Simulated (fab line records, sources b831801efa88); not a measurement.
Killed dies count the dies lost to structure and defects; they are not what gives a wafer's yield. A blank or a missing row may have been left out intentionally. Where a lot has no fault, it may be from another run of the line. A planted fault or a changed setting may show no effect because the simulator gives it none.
Which tool is to blame? | flow sky130 | at 1 step of a route of 708, 24 lots with 72 wafers sampled

WHAT THE GAUGES READ, wafer by wafer
SKY_SD_N_RS_MEAS_18: uses a four-point probe to measure. Usual: for RES_XHIGH_RS the level is 333.4 ohm/sq and the standard deviation is 1.2.
lot  | measured     | on            | RES_XHIGH_RS (ohm/sq) | flag
L075 | day 27 17:21 | film metro-02 | 332.2 331.8 333.3     |
L074 | day 27 18:22 | film metro-03 | 331.0 331.9 332.3     |
L076 | day 29 12:26 | film metro-03 | 335.4 336.4 334.6     |
L077 | day 29 13:52 | film metro-03 | 332.1 332.9 331.2     |
L078 | day 33 00:16 | film metro-03 | 333.6 334.8 334.6     |
L079 | day 33 02:20 | film metro-03 | 333.8 334.6 334.1     |
L080 | day 33 03:18 | film metro-02 | 332.1 332.5 333.1     |
L083 | day 33 04:37 | film metro-04 | 333.7 334.9 335.1     |
L085 | day 33 04:52 | film metro-02 | 334.2 333.9 333.9     |
L081 | day 33 05:09 | film metro-04 | 332.7 332.6 334.4     |
L084 | day 33 06:52 | film metro-03 | 334.4 334.2 334.6     |
L082 | day 33 07:07 | film metro-04 | 333.1 332.9 333.9     |
L086 | day 33 08:17 | film metro-02 | 334.6 334.6 335.4     |
L088 | day 33 12:55 | film metro-02 | 332.7 333.6 333.9     |
L087 | day 33 13:40 | film metro-04 | 332.5 335.0 333.1     |
L089 | day 33 13:56 | film metro-02 | 330.9 330.3 330.6     |
L090 | day 33 15:38 | film metro-04 | 334.2 333.8 332.6     |
L091 | day 33 15:49 | film metro-03 | 332.2 330.7 332.9     |
L092 | day 33 17:38 | film metro-02 | 333.2 332.5 332.3     |
L093 | day 34 01:51 | film metro-03 | 332.9 331.9 332.0     |
L094 | day 34 05:16 | film metro-02 | 332.7 333.0 332.6     |
L095 | day 34 08:44 | film metro-03 | 332.7 332.7 332.9     |
L096 | day 34 16:10 | film metro-03 | 334.4 333.9 334.1     |
L097 | day 35 05:16 | film metro-04 | 332.6 334.7 333.6     |

WHAT TOOL EACH LOT RAN ON (gives the tool, then ch and the chambers of the sampled wafers, and finally the start)
Record: no process step prior to these readings.

AS READ BY THE TOOLS THEMSELVES (means over the sampled wafers that have a number; for cases with no such wafer, the mark the record gives instead)
The record holds no such reading with a usual standard deviation.

THE ANSWER, worked out from the rows above alone
Rule: lot off if the mean of its wafers having a number is beyond 3 standard deviations from the usual mean. Also off: a lot with no number at a reading for which 4 or more lots have one. The other lots that the step has rows for count as sound. The gauges are gone through in route order, then the tools' own readings, and for those a lot's mean is taken as printed above. At the first step where some lot is off, the reading lying furthest off is the one used; lots without a number count as furthest.
No lot is off at any reading shown: from this, nothing can be told.

WHAT HAD BEEN PUT IN BY THE SIMULATOR
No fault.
